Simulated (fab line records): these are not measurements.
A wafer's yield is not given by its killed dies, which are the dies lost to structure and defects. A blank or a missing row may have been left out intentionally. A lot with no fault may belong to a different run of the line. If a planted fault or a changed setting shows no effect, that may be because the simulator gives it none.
Which tool was responsible? || flow sky130 || 14 lots with 42 wafers sampled at 4 steps, on a route of 708 steps

## WHAT THE GAUGES READ, wafer by wafer
SKY_METAL4_OVL_MEAS_14. Usual: for METAL4_OVL the level is 3 nm and the standard deviation is 5.9.
{"lot": "L754", "measured": "day 42 09:56", "on": "overlay-02", "METAL4_OVL (nm)": "-8 -10 -5", "flag": ""}
{"lot": "L756", "measured": "day 43 05:42", "on": "overlay-01", "METAL4_OVL (nm)": "0 -3 8", "flag": ""}
{"lot": "L760", "measured": "day 44 01:27", "on": "overlay-01", "METAL4_OVL (nm)": "1 2 3", "flag": ""}
{"lot": "L761", "measured": "day 44 02:26", "on": "overlay-02", "METAL4_OVL (nm)": "6 5 1", "flag": ""}
{"lot": "L763", "measured": "day 44 03:52", "on": "overlay-01", "METAL4_OVL (nm)": "-4 7 7", "flag": ""}
{"lot": "L766", "measured": "day 44 22:58", "on": "overlay-02", "METAL4_OVL (nm)": "4 12 10", "flag": ""}
{"lot": "L767", "measured": "day 45 04:54", "on": "overlay-02", "METAL4_OVL (nm)": "3 12 7", "flag": ""}
{"lot": "L768", "measured": "day 45 14:00", "on": "overlay-01", "METAL4_OVL (nm)": "6 10 14", "flag": ""}
{"lot": "L769", "measured": "day 46 13:30", "on": "overlay-01", "METAL4_OVL (nm)": "6 2 12", "flag": ""}
{"lot": "L771", "measured": "day 46 14:15", "on": "overlay-02", "METAL4_OVL (nm)": "-1 -2 0", "flag": ""}
{"lot": "L770", "measured": "day 46 14:29", "on": "overlay-02", "METAL4_OVL (nm)": "4 3 6", "flag": ""}
{"lot": "L773", "measured": "day 46 21:29", "on": "overlay-02", "METAL4_OVL (nm)": "-2 -5 -7", "flag": ""}
{"lot": "L775", "measured": "day 47 13:44", "on": "overlay-02", "METAL4_OVL (nm)": "7 8 13", "flag": ""}
{"lot": "L776", "measured": "day 47 18:04", "on": "overlay-01", "METAL4_OVL (nm)": "-4 0 -3", "flag": ""}

## WHAT TOOL EACH LOT RAN ON (gives the tool, then ch and the chambers of the sampled wafers, and finally the start)
{"lot": "L754", "SKY_METAL4_SPUTTER_02": "pvd sputter-03, day 40 09:04", "SKY_METAL4_SPUTTER_03": "pvd sputter-03, day 40 09:06", "SKY_METAL4_DEVELOP_12": "litho track-02 ch 0, day 42 09:00"}
{"lot": "L756", "SKY_METAL4_SPUTTER_02": "pvd sputter-03, day 41 07:08", "SKY_METAL4_SPUTTER_03": "pvd sputter-03, day 41 07:11", "SKY_METAL4_DEVELOP_12": "litho track-03 ch 0, day 43 05:00"}
{"lot": "L760", "SKY_METAL4_SPUTTER_02": "pvd sputter-04, day 42 02:11", "SKY_METAL4_SPUTTER_03": "pvd sputter-04, day 42 02:14", "SKY_METAL4_DEVELOP_12": "litho track-02 ch 0, day 44 01:00"}
{"lot": "L761", "SKY_METAL4_SPUTTER_02": "pvd sputter-02, day 42 04:40", "SKY_METAL4_SPUTTER_03": "pvd sputter-02, day 42 04:43", "SKY_METAL4_DEVELOP_12": "litho track-02 ch 0, day 44 02:00"}
{"lot": "L763", "SKY_METAL4_SPUTTER_02": "pvd sputter-02, day 42 07:16", "SKY_METAL4_SPUTTER_03": "pvd sputter-02, day 42 07:18", "SKY_METAL4_DEVELOP_12": "litho track-03 ch 0, day 44 03:00"}
{"lot": "L766", "SKY_METAL4_SPUTTER_02": "pvd sputter-03, day 43 01:41", "SKY_METAL4_SPUTTER_03": "pvd sputter-03, day 43 01:44", "SKY_METAL4_DEVELOP_12": "litho track-03 ch 0, day 44 22:00"}
{"lot": "L767", "SKY_METAL4_SPUTTER_02": "pvd sputter-03, day 43 07:47", "SKY_METAL4_SPUTTER_03": "pvd sputter-03, day 43 07:50", "SKY_METAL4_DEVELOP_12": "litho track-03 ch 0, day 45 04:00"}
{"lot": "L768", "SKY_METAL4_SPUTTER_02": "pvd sputter-04, day 43 17:58", "SKY_METAL4_SPUTTER_03": "pvd sputter-04, day 43 18:01", "SKY_METAL4_DEVELOP_12": "litho track-02 ch 0, day 45 13:00"}
{"lot": "L769", "SKY_METAL4_SPUTTER_02": "pvd sputter-02, day 44 17:56", "SKY_METAL4_SPUTTER_03": "pvd sputter-02, day 44 17:58", "SKY_METAL4_DEVELOP_12": "litho track-01 ch 0, day 46 13:00"}
{"lot": "L771", "SKY_METAL4_SPUTTER_02": "pvd sputter-02, day 44 18:38", "SKY_METAL4_SPUTTER_03": "pvd sputter-02, day 44 18:40", "SKY_METAL4_DEVELOP_12": "litho track-02 ch 0, day 46 14:00"}
{"lot": "L770", "SKY_METAL4_SPUTTER_02": "pvd sputter-04, day 44 18:56", "SKY_METAL4_SPUTTER_03": "pvd sputter-04, day 44 18:58", "SKY_METAL4_DEVELOP_12": "litho track-01 ch 0, day 46 14:00"}
{"lot": "L773", "SKY_METAL4_SPUTTER_02": "pvd sputter-03, day 45 02:59", "SKY_METAL4_SPUTTER_03": "pvd sputter-03, day 45 03:01", "SKY_METAL4_DEVELOP_12": "litho track-02 ch 0, day 46 21:00"}
{"lot": "L775", "SKY_METAL4_SPUTTER_02": "pvd sputter-02, day 45 19:15", "SKY_METAL4_SPUTTER_03": "pvd sputter-02, day 45 19:17", "SKY_METAL4_DEVELOP_12": "litho track-02 ch 0, day 47 13:00"}
{"lot": "L776", "SKY_METAL4_SPUTTER_02": "pvd sputter-02, day 45 22:32", "SKY_METAL4_SPUTTER_03": "pvd sputter-02, day 45 22:34", "SKY_METAL4_DEVELOP_12": "litho track-02 ch 0, day 47 17:00"}
- SKY_METAL4_SPUTTER_02: material AlCu, target thk 735 nm, time 39.1 s.
- SKY_METAL4_SPUTTER_03: material Ti, target thk 5 nm, time 3.3 s.
- SKY_METAL4_DEVELOP_12: develop time 60 s.

## AS READ BY THE TOOLS THEMSELVES (means over the sampled wafers that have a number; for cases with no such wafer, the mark the record gives instead)
SKY_METAL4_SPUTTER_02. Usual: throttle valve pct 30.1 %, standard deviation 1.2.
{"lot": "L754", "tool": "pvd sputter-03", "throttle valve pct (%)": 31.2, "flag": ""}
{"lot": "L756", "tool": "pvd sputter-03", "throttle valve pct (%)": 31.1, "flag": ""}
{"lot": "L760", "tool": "pvd sputter-04", "throttle valve pct (%)": 30.5, "flag": ""}
{"lot": "L761", "tool": "pvd sputter-02", "throttle valve pct (%)": 30.3, "flag": ""}
{"lot": "L763", "tool": "pvd sputter-02", "throttle valve pct (%)": 29.8, "flag": ""}
{"lot": "L766", "tool": "pvd sputter-03", "throttle valve pct (%)": 30.8, "flag": ""}
{"lot": "L767", "tool": "pvd sputter-03", "throttle valve pct (%)": 30.5, "flag": ""}
{"lot": "L768", "tool": "pvd sputter-04", "throttle valve pct (%)": 30.3, "flag": ""}
{"lot": "L769", "tool": "pvd sputter-02", "throttle valve pct (%)": 29.6, "flag": ""}
{"lot": "L771", "tool": "pvd sputter-02", "throttle valve pct (%)": 30.2, "flag": ""}
{"lot": "L770", "tool": "pvd sputter-04", "throttle valve pct (%)": 30.0, "flag": ""}
{"lot": "L773", "tool": "pvd sputter-03", "throttle valve pct (%)": 31.3, "flag": ""}
{"lot": "L775", "tool": "pvd sputter-02", "throttle valve pct (%)": 29.0, "flag": ""}
{"lot": "L776", "tool": "pvd sputter-02", "throttle valve pct (%)": 28.5, "flag": ""}

SKY_METAL4_SPUTTER_03. Usual: throttle valve pct 30.1 %, standard deviation 1.2.
{"lot": "L754", "tool": "pvd sputter-03", "throttle valve pct (%)": 31.3, "flag": ""}
{"lot": "L756", "tool": "pvd sputter-03", "throttle valve pct (%)": 31.1, "flag": ""}
{"lot": "L760", "tool": "pvd sputter-04", "throttle valve pct (%)": 30.6, "flag": ""}
{"lot": "L761", "tool": "pvd sputter-02", "throttle valve pct (%)": 30.0, "flag": ""}
{"lot": "L763", "tool": "pvd sputter-02", "throttle valve pct (%)": 29.8, "flag": ""}
{"lot": "L766", "tool": "pvd sputter-03", "throttle valve pct (%)": 31.0, "flag": ""}
{"lot": "L767", "tool": "pvd sputter-03", "throttle valve pct (%)": 30.7, "flag": ""}
{"lot": "L768", "tool": "pvd sputter-04", "throttle valve pct (%)": 30.4, "flag": ""}
{"lot": "L769", "tool": "pvd sputter-02", "throttle valve pct (%)": 29.8, "flag": ""}
{"lot": "L771", "tool": "pvd sputter-02", "throttle valve pct (%)": 30.0, "flag": ""}
{"lot": "L770", "tool": "pvd sputter-04", "throttle valve pct (%)": 30.0, "flag": ""}
{"lot": "L773", "tool": "pvd sputter-03", "throttle valve pct (%)": 31.2, "flag": ""}
{"lot": "L775", "tool": "pvd sputter-02", "throttle valve pct (%)": 29.1, "flag": ""}
{"lot": "L776", "tool": "pvd sputter-02", "throttle valve pct (%)": 28.6, "flag": ""}

SKY_METAL4_DEVELOP_12. Usual: developer temp C 21.01 C, standard deviation 0.095; exhaust pa 45.0 Pa, standard deviation 0.94.
{"lot": "L754", "tool": "litho track-02", "developer temp C (C)": 20.99, "exhaust pa (Pa)": 44.8, "flag": ""}
{"lot": "L756", "tool": "litho track-03", "developer temp C (C)": 21.04, "exhaust pa (Pa)": 45.0, "flag": ""}
{"lot": "L760", "tool": "litho track-02", "developer temp C (C)": 21.08, "exhaust pa (Pa)": 45.7, "flag": ""}
{"lot": "L761", "tool": "litho track-02", "developer temp C (C)": 20.90, "exhaust pa (Pa)": 46.3, "flag": ""}
{"lot": "L763", "tool": "litho track-03", "developer temp C (C)": 20.95, "exhaust pa (Pa)": 45.7, "flag": ""}
{"lot": "L766", "tool": "litho track-03", "developer temp C (C)": 20.22, "exhaust pa (Pa)": 45.0, "flag": "OFF"}
{"lot": "L767", "tool": "litho track-03", "developer temp C (C)": 20.19, "exhaust pa (Pa)": 44.4, "flag": "OFF"}
{"lot": "L768", "tool": "litho track-02", "developer temp C (C)": 21.08, "exhaust pa (Pa)": 44.8, "flag": ""}
{"lot": "L769", "tool": "litho track-01", "developer temp C (C)": 21.01, "exhaust pa (Pa)": 44.0, "flag": ""}
{"lot": "L771", "tool": "litho track-02", "developer temp C (C)": 20.90, "exhaust pa (Pa)": 45.2, "flag": ""}
{"lot": "L770", "tool": "litho track-01", "developer temp C (C)": 20.89, "exhaust pa (Pa)": 44.4, "flag": ""}
{"lot": "L773", "tool": "litho track-02", "developer temp C (C)": 21.00, "exhaust pa (Pa)": 44.6, "flag": ""}
{"lot": "L775", "tool": "litho track-02", "developer temp C (C)": 20.99, "exhaust pa (Pa)": 45.6, "flag": ""}
{"lot": "L776", "tool": "litho track-02", "developer temp C (C)": 21.05, "exhaust pa (Pa)": 43.8, "flag": ""}

## THE ANSWER, worked out from the rows above alone
Rule: a lot is off if the mean of its wafers that have a number lies more than 3 standard deviations from the usual mean. A lot without any number at a reading at which 4 lots or more have one is off too. All remaining lots with rows at the step are treated as sound. Order of review: gauges by route order, followed by the tools' own readings, for which a lot's mean as printed above is used. At the first step where some lot is off, the reading lying furthest off is the one used; lots without a number count as furthest.
Off, at SKY_METAL4_DEVELOP_12 on developer temp C: L766, L767.
A tool fits if, at that step or a process step before it, it ran every lot that is off, and no sound lot after the first of them. One fits: SKY_METAL4_DEVELOP_12 on litho track-03. Its last sound lot is L763 (day 44 03:00), its first lot that is off L766 (day 44 22:00): a fault that began between those two fits.
The tool's own readings at SKY_METAL4_DEVELOP_12 bear it out: on the lots that are off they differ by more than 5 times the standard deviation of the sound lots' means. developer temp C reads 20.20 C there against 20.99 C on the sound lots.

## WHAT THE SIMULATOR HAD PUT IN
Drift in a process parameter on litho track-03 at SKY_METAL4_DEVELOP_12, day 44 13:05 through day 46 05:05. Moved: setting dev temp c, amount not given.
Struck lots among those shown: L766, L767. The rule given above showed the same thing.
